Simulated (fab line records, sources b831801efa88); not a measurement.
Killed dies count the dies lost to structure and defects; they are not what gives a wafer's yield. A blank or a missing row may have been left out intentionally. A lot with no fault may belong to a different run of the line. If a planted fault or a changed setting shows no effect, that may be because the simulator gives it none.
Matching of chambers    flow gf180mcu    GF_V2_CVD_02 on pecvd-02: 3 sister chambers
The step deposits SiO2 from TEOS, target thk 850 nm, time 94.851 s. 16 wafers are shown with their chamber, then 8 later ones without.

EACH WAFER AND ITS CHAMBER
wafer   chamber  heater-power-w (W)
L203.1  1        720
L203.2  2        693
L203.3  0        776
L206.1  1        650
L206.2  2        648
L206.3  0        801
L208.4  1        713
L208.5  0        755
L208.6  2        653
L209.1  0        803
L209.2  2        599
L209.4  1        646
L211.3  2        675
L211.4  1        623
L211.5  0        839
L212.4  2        745

SIGNATURES, as means of the wafers listed above
reading         chamber 0  chamber 1  chamber 2  scatter within a chamber
heater-power-w  794.80     670.40     668.83     42.5
Rule: a wafer lies at a distance from a chamber equal to the root of the sum of squares, over the readings, of (its reading less the chamber's mean, divided by the reading's scatter). If the next closest chamber is less than 2 further off than the closest, the wafer can't be placed; otherwise it belongs to the closest. The scatter is the square root of a quotient: the sum, over the shown wafers, of each reading's squared deviation from its chamber's mean, divided by wafers minus chambers.

WAFERS WITHOUT THEIR CHAMBER
wafer   heater-power-w (W)
L212.5  773
L212.6  685
L216.3  738
L216.4  595
L216.5  760
L225.1  667
L225.4  725
L225.6  832

WHICH CHAMBER EACH WENT THROUGH
wafer   from the rows above           in truth
L212.5  can't be placed: 0 or 1 or 2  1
L212.6  can't be placed: 1 or 2       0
L216.3  can't be placed: 0 or 1 or 2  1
L216.4  can't be placed: 2 or 1       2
L216.5  can't be placed: 0 or 1 or 2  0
L225.1  can't be placed: 2 or 1       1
L225.4  can't be placed: 1 or 2 or 0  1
L225.6  0                             0
Correctly placed: 1 of 8. Can't be placed from these rows: 7 (the true chamber is among the candidates in 6). Wrongly placed: 0.
